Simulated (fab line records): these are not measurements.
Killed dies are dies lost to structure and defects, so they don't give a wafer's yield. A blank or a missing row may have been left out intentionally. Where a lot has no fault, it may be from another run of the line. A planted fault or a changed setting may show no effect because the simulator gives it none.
Check of tool commonality + flow sky130 + Lots sampled 13, wafers sampled 48

## THE REASON FOR OPENING IT
Of 13 lots, 3 have the reading SONOS_ONO_CVD_02_THK flagged at SKY_SONOS_ONO_THK_MEAS_03. No-fault wafers: 10.52 nm, standard deviation 0.12.
Rule: flag the lot when none of its wafers has a number, or when each of its wafers that has one lies beyond 4 standard deviations from that mean. The rest of the lots are taken to be sound.

| lot  | measured     | on           | SONOS_ONO_CVD_02_THK (nm), wafer by wafer | flag    |
|------|--------------|--------------|-------------------------------------------|---------|
| L152 | day 11 17:22 | filmMetro-01 | 10.60 10.69 10.53                         |         |
| L154 | day 13 12:17 | filmMetro-03 | 10.31 10.43 10.50                         |         |
| L155 | day 13 13:52 | filmMetro-01 | 10.62 10.54 10.60                         |         |
| L156 | day 13 19:52 | filmMetro-03 | 7.80 7.91 7.85 7.74 7.81 7.85             | FLAGGED |
| L158 | day 14 03:38 | filmMetro-03 | 7.77 7.69 7.80 7.73 7.72 7.71             | FLAGGED |
| L157 | day 14 06:15 | filmMetro-03 | 7.67 7.69 7.83 7.67 7.63 7.78             | FLAGGED |
| L164 | day 16 13:40 | filmMetro-02 | 10.37 10.44 10.42                         |         |
| L165 | day 16 16:29 | filmMetro-02 | 10.60 10.61 10.63                         |         |
| L166 | day 16 23:16 | filmMetro-01 | 10.43 10.59 10.40                         |         |
| L167 | day 17 07:54 | filmMetro-02 | 10.66 10.63 10.53                         |         |
| L169 | day 17 14:52 | filmMetro-03 | 10.40 10.31 10.41                         |         |
| L173 | day 18 21:28 | filmMetro-02 | 10.63 10.69 10.65                         |         |
| L174 | day 19 05:09 | filmMetro-01 | 10.63 10.58 10.58                         |         |
The numbers of the flagged lots are 7.76 nm on average: -2.76 nm against the usual, or -23 standard deviations.

## LOT BY LOT: THE TOOL USED
The record keeps 1 process step preceding the reading, out of 708 steps on the route. Cell contents, in order: the tool; ch with the chambers the sampled wafers went through; the start.
| lot  | flag    | SKY_SONOS_ONO_CVD_02        |
|------|---------|-----------------------------|
| L152 |         | lpcvd-02 ch 1, day 11 16:18 |
| L154 |         | lpcvd-02 ch 0, day 13 10:43 |
| L155 |         | lpcvd-02 ch 1, day 13 12:17 |
| L156 | FLAGGED | lpcvd-02 ch 1, day 13 18:48 |
| L158 | FLAGGED | lpcvd-02 ch 1, day 14 02:34 |
| L157 | FLAGGED | lpcvd-02 ch 1, day 14 05:10 |
| L164 |         | lpcvd-02 ch 1, day 16 12:36 |
| L165 |         | lpcvd-02 ch 0, day 16 15:26 |
| L166 |         | lpcvd-02 ch 0, day 16 22:13 |
| L167 |         | lpcvd-02 ch 0, day 17 06:50 |
| L169 |         | lpcvd-02 ch 1, day 17 13:17 |
| L173 |         | lpcvd-02 ch 1, day 18 20:25 |
| L174 |         | lpcvd-02 ch 0, day 19 04:05 |
What the steps here do:
- SKY_SONOS_ONO_CVD_02: deposits Si3N4 from DCS/NH3, target thk 10.5 nm, time 180 s.
- SKY_SONOS_ONO_THK_MEAS_03

## FLAGGED AGAINST TOTAL, ONE TOOL AT A TIME (gauges that did the reading follow at the end)
| step                      | tool         | lots run | flagged | share of the flagged lots | sound lots run after its first flagged lot |
|---------------------------|--------------|----------|---------|---------------------------|--------------------------------------------|
| SKY_SONOS_ONO_CVD_02      | lpcvd-02     | 13       | 3       | all                       | 7 (L164,L165,L166,L167,L169,L173,L174)     |
| SKY_SONOS_ONO_THK_MEAS_03 | filmMetro-01 | 4        | 0       | none                      | -                                          |
| SKY_SONOS_ONO_THK_MEAS_03 | filmMetro-02 | 4        | 0       | none                      | -                                          |
| SKY_SONOS_ONO_THK_MEAS_03 | filmMetro-03 | 5        | 3       | all                       | 1 (L169)                                   |

## WHAT THE TABLE ALLOWS
Rows of the table that ran all the flagged lots, 2 in number: lpcvd-02 at SKY_SONOS_ONO_CVD_02; filmMetro-03 at SKY_SONOS_ONO_THK_MEAS_03.
- lpcvd-02 at SKY_SONOS_ONO_CVD_02: 3 of its 13 lots flagged. Lots that were sound ran on it after the first flagged one (L164, L165, L166, L167, L169, L173, L174); a persistent fault on the entire tool would not allow that.
- filmMetro-03 at SKY_SONOS_ONO_THK_MEAS_03: 3 of its 5 lots flagged. Lots that were sound ran on it after the first flagged one (L169); a persistent fault on the entire tool would not allow that.
Not one row of the table ran every flagged lot while running no sound lot after the first.

## WHAT THE SIMULATOR HAD PUT IN
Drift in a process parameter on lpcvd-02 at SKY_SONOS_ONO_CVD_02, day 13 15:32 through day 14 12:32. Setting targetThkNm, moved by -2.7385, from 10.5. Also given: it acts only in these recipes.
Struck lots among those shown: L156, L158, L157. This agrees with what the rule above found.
